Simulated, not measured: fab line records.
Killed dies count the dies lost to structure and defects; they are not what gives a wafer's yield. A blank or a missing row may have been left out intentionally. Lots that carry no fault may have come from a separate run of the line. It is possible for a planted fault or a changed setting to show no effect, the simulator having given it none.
Which tool was responsible? ; flow gf180mcu ; Sampling: 13 lots, 39 wafers, 3 of 602 route steps

## WHAT THE GAUGES READ, wafer by wafer
GF_M1_OVL_MEAS_15. Usual: M1_OVL -5 nm, standard deviation 5.4.
lot;measured;on;M1_OVL (nm);flag
L377;day 16 21:11;overlay-02;-2 0 -4;
L379;day 17 20:16;overlay-02;-5 -7 1;
L381;day 18 12:46;overlay-02;-12 -3 -4;
L383;day 19 11:04;overlay-02;2 -7 -2;
L384;day 19 18:04;overlay-01;-7 -7 -7;
L385;day 20 03:56;overlay-02;-7 -5 -2;
L388;day 21 06:47;overlay-02;-3 -11 -13;
L389;day 21 16:13;overlay-02;-2 0 -3;
L391;day 22 06:13;overlay-01;-12 -16 -7;
L395;day 23 17:21;overlay-01;-11 0 -3;
L396;day 24 03:25;overlay-02;-5 -2 3;
L399;day 24 19:59;overlay-02;-5 2 0;
L400;day 25 08:13;overlay-02;-2 4 -5;

## WHICH TOOL RAN EACH LOT (tool, then ch and the chambers of the sampled wafers, then the start)
lot;GF_M1_SPUTTER_00;GF_M1_SOFTBAKE_10
L377;pvd-sputter-03, day 15 22:41;litho-track-03 ch 0, day 16 09:53
L379;pvd-sputter-04, day 16 21:14;litho-track-03 ch 0, day 17 08:58
L381;pvd-sputter-04, day 17 12:43;litho-track-04 ch 0, day 18 00:57
L383;pvd-sputter-03, day 18 11:09;litho-track-01 ch 0, day 18 22:40
L384;pvd-sputter-01, day 18 17:37;litho-track-01 ch 0, day 19 06:22
L385;pvd-sputter-03, day 19 03:21;litho-track-03 ch 0, day 19 15:25
L388;pvd-sputter-04, day 20 06:11;litho-track-01 ch 0, day 20 18:25
L389;pvd-sputter-04, day 20 16:23;litho-track-04 ch 0, day 21 04:16
L391;pvd-sputter-01, day 21 06:56;litho-track-04 ch 0, day 21 18:28
L395;pvd-sputter-01, day 22 18:35;litho-track-03 ch 0, day 23 05:58
L396;pvd-sputter-04, day 23 04:42;litho-track-01 ch 0, day 23 16:07
L399;pvd-sputter-04, day 23 21:01;litho-track-04 ch 0, day 24 08:58
L400;pvd-sputter-04, day 24 10:19;litho-track-01 ch 0, day 24 21:04
- GF_M1_SPUTTER_00: material Ti, target thk 37.5 nm, time 150 s.
- GF_M1_SOFTBAKE_10: time 60 s.

## AS READ BY THE TOOLS THEMSELVES (means over the sampled wafers that have a number; for cases with no such wafer, the mark the record gives instead)
GF_M1_SPUTTER_00. Usual: throttle-valve-pct 30.1 %, standard deviation 0.89.
lot;tool;throttle-valve-pct (%);flag
L377;pvd-sputter-03;29.7;
L379;pvd-sputter-04;30.8;
L381;pvd-sputter-04;30.4;
L383;pvd-sputter-03;29.0;
L384;pvd-sputter-01;29.7;
L385;pvd-sputter-03;28.9;
L388;pvd-sputter-04;30.9;
L389;pvd-sputter-04;30.7;
L391;pvd-sputter-01;30.1;
L395;pvd-sputter-01;29.3;
L396;pvd-sputter-04;30.5;
L399;pvd-sputter-04;30.7;
L400;pvd-sputter-04;30.7;

GF_M1_SOFTBAKE_10. Usual: run-length-s 89.12 s, standard deviation 0.13.
lot;tool;run-length-s (s);flag
L377;litho-track-03;89.14;
L379;litho-track-03;89.15;
L381;litho-track-04;89.17;
L383;litho-track-01;89.12;
L384;litho-track-01;89.14;
L385;litho-track-03;89.03;
L388;litho-track-01;89.06;
L389;litho-track-04;90.26;OFF
L391;litho-track-04;90.31;OFF
L395;litho-track-03;89.12;
L396;litho-track-01;89.13;
L399;litho-track-04;89.15;
L400;litho-track-01;89.13;

## THE ANSWER, worked out from the rows above alone
Rule: a lot is off if the mean of its wafers that have a number lies more than 3 standard deviations from the usual mean. A lot without any number at a reading at which 4 lots or more have one is off too. Any other lot the step has rows for is counted as sound. The gauges are gone through in route order, then the tools' own readings, and for those a lot's mean is taken as printed above. The first step at which some lot is off is used, and at that step the reading that is off furthest; a lot without a number counts as furthest.
Off, at GF_M1_SOFTBAKE_10 on run-length-s: L389, L391.
If a tool, at that step or one of the process steps before it, ran each lot that is off and ran no sound lot following the first of them, it fits. No candidate that was tried fits.

## WHAT THE SIMULATOR PUT IN
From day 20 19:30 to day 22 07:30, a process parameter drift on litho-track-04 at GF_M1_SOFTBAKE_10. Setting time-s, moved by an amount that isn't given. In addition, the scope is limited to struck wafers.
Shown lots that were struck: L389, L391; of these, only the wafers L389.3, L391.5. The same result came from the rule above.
